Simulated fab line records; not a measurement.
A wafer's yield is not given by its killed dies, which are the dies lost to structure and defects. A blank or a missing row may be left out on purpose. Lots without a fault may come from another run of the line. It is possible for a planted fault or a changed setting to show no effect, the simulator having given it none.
The tool behind it: which one?	flow gf180mcu	6 lots with 18 wafers sampled at 2 steps, on a route of 602 steps

== WHAT THE GAUGES SHOWED, per wafer ==
GF_SAB_THK_MEAS_01.
lot	measured	on	SAB_CVD_00_THK (nm)
L537	day 14 17:53	film_metro-01	50.7 50.0 51.2
L539	day 15 10:39	film_metro-01	49.9 49.6 50.5
L546	day 17 23:38	film_metro-02	44.5 50.3 50.5
L554	day 20 13:11	film_metro-01	49.6 49.9 49.7
L556	day 21 09:15	film_metro-02	49.4 49.5 49.6
L558	day 22 01:41	film_metro-02	50.1 51.1 51.4

== TOOL THAT RAN EACH LOT (tool first, then ch and the chambers of the sampled wafers, then the start) ==
lot	GF_SAB_CVD_00
L537	pecvd-02 ch 0,1, day 14 17:52
L539	pecvd-02 ch 0,1,2, day 15 10:38
L546	pecvd-02 ch 1,2, day 17 23:37
L554	pecvd-01 ch 1,2, day 20 13:10
L556	pecvd-03 ch 1,2, day 21 09:14
L558	pecvd-02 ch 0,2, day 22 01:38
- GF_SAB_CVD_00: deposits SiO2 from TEOS, target thk 50 nm, time 4.9302 s.

== THE ANSWER, worked out from the rows above alone ==
Rule: the usual values come from the lots themselves. The widest of any qualifying gaps counts: lots, ordered by their means at a reading, are off when they make up no more than a third of the lots, leave a main group of 4 or more, and stand apart from it by 3 or more times the standard deviation of that group's means. The tables above print the reading to a certain number of digits; a main group whose means all agree to those digits is not used. Also off: a lot with no number at a reading for which 4 or more lots have one. The other lots that the step has rows for count as sound.
Nothing can be told from this: no lot is off at any reading shown.

== WHAT THE SIMULATOR HAD INSERTED ==
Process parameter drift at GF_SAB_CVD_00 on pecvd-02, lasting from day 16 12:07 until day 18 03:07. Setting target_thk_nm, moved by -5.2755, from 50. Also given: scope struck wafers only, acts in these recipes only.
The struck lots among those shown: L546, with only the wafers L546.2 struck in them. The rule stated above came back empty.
